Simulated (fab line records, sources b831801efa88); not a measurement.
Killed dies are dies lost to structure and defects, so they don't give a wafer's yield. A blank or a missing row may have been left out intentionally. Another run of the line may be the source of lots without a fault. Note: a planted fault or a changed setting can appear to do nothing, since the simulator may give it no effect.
A lot that was struck, set against a sound lot -- flow sky130 -- 22 out of 708 route steps
Sound: the wafers L189.3, L189.5, L189.6. Struck: wafers L196.1, L196.4, L196.5. The cause is given at the end.
At each step with rows: each side's tool, then ch and its chambers, then its first start. Under that, the readings that differ: sound wafers -- struck wafers -- difference of the means -- sigmas: that difference in standard deviations of wafers without a fault.
alike: readings with means less than 2 such deviations apart, plus words and numbers identical on both sides. not compared: withheld readings, readings lacking a value on some wafer, bounds such as >300 that could conceal the same value, and numbers that have no deviation in the record and whose values overlap.
The two part at a step that has a row with sigmas, a row that says differs or no value, or rows on one side only. Numbers that have no deviation but don't overlap get no sigmas and don't part them. A reading that every wafer of one side lacks parts them only if that side has two wafers or more.

first, 1 step without rows for these wafers: SKY_CAPM_DEVELOP_11 (develop time 60 s).
SKY_CAPM_OVL_MEAS_12:
  struck on overlay-02, day 41 07:54; sound on overlay-01, day 40 07:22
  alike: CAPM_OVL
SKY_CAPM_METAL_ETCH_13: etches TiN in Cl2/BCl3, stops on SiO2, target depth 220 nm, time 62.9 s.
  sound on rieMetal-03 ch 0,1, day 40 07:25; struck on rieMetal-04 ch 0,1, day 41 07:56
reading,sound,struck,difference,sigmas
oesProductAu (a.u.),0.948 0.946 0.925,0.916 0.914 0.925,-0.021,-3
  alike: biasW, drypumpMotorCurrentA, throttleValvePct
  not compared: rfHoursCounterH
SKY_CAPM_STRIP_14: strips in O2/N2.
  sound on plasmaAsher-03 ch 0,1, day 40 07:30; struck on plasmaAsher-01 ch 0,1, day 41 08:02
  alike: drypumpMotorCurrentA, o2FlowSccm, oesProductAu, stripTimeToEndpointS
  not compared: rfHoursCounterH
then, 8 steps without rows for these wafers: SKY_CAPM_STRIP_15 (strips in post etch residue remover, time 1200 s); SKY_CAPM_CLEAN_16 (cleans in IPA, time 180 s); SKY_CAPM_CLEAN_17 (cleans in O3/DIW); SKY_METAL3_DEHYDRATE_05 (time 60 s); SKY_METAL3_HMDS_06 (prime time 60 s); SKY_METAL3_COAT_07 (resist thk 60.43 nm); SKY_METAL3_COAT_08 (resist thk 1140 nm); SKY_METAL3_SOFTBAKE_09 (time 90 s).
SKY_METAL3_EXPOSE_10: exposes mask MM3, target cd 300 nm.
  sound on krfScanner-01 ch 0, day 40 21:14; struck on krfScanner-02 ch 0, day 41 21:03
  alike: mask
then, 2 steps without rows for these wafers: SKY_METAL3_PEB_11; SKY_METAL3_DEVELOP_12 (develop time 60 s).
SKY_METAL3_CD_MEAS_13: target cd 300 nm.
  struck on cdSem-01, day 42 08:48; sound on cdSem-01, day 41 08:17
reading,sound,struck,difference,sigmas
cdNm (nm),301.7 303.5 301.4,215.3 212.3 189.0,-96.7,-64
SKY_METAL3_OVL_MEAS_14:
  struck on overlay-02, day 42 08:55; sound on overlay-02, day 41 08:23
  alike: METAL3_OVL
SKY_METAL3_DESCUM_15: chemistry O2, time 8 s.
  sound on rieMetal-02 ch 0,1, day 41 08:25; struck on rieMetal-01 ch 0,1, day 42 08:58
reading,sound,struck,difference,sigmas
model.METAL3.cdNm (nm),301.9 303.5 300.6,214.9 211.5 188.4,-97.1,
  alike: drypumpMotorCurrentA, oesProductAu, tempC
  not compared: rfHoursCounterH
SKY_METAL3_ETCH_16: etches BARC in N2/H2, stops on SiO2, time 88.2 s, target depth 60 nm.
  sound on rieMetal-02 ch 0,1, day 41 08:28; struck on rieMetal-01 ch 0,1, day 42 08:59
  alike: biasW, drypumpMotorCurrentA, oesProductAu, throttleValvePct
  not compared: rfHoursCounterH
SKY_METAL3_ETCH_17: etches SiO2 in C4F8/O2/Ar, stops on TiN, time 3.9 s, target depth 15 nm.
  sound on rieDiel-03 ch 2,3, day 41 08:32; struck on rieDiel-02 ch 0,2,3, day 42 09:05
  alike: biasW, oesProductAu
  not compared: rfHoursCounterH
SKY_METAL3_METAL_ETCH_18: etches the open film in Cl2/BCl3, stops on SiO2, target depth 845 nm, time 183.1 s.
  sound on rieMetal-04 ch 0,1, day 41 08:37; struck on rieMetal-04 ch 0,1, day 42 09:06
reading,sound,struck,difference,sigmas
model.METAL3.cdNm (nm),307.3 305.9 302.8,218.1 216.6 189.8,-97.2,
  alike: biasW, drypumpMotorCurrentA, oesProductAu, throttleValvePct
  not compared: rfHoursCounterH
SKY_METAL3_STRIP_19: strips in O2/N2.
  sound on plasmaAsher-01 ch 0,1, day 41 08:46; struck on plasmaAsher-01 ch 0,1, day 42 09:17
  alike: drypumpMotorCurrentA, o2FlowSccm, oesProductAu, stripTimeToEndpointS
  not compared: rfHoursCounterH

== WHERE THEY PART ==
First at SKY_CAPM_METAL_ETCH_13; last, within this record, at SKY_METAL3_CD_MEAS_13. Later steps at which nothing parts them and some readings are alike: SKY_METAL3_OVL_MEAS_14, SKY_METAL3_DESCUM_15, SKY_METAL3_ETCH_16, SKY_METAL3_ETCH_17, SKY_METAL3_METAL_ETCH_18, SKY_METAL3_STRIP_19.

WHY: what had been put in by the simulator
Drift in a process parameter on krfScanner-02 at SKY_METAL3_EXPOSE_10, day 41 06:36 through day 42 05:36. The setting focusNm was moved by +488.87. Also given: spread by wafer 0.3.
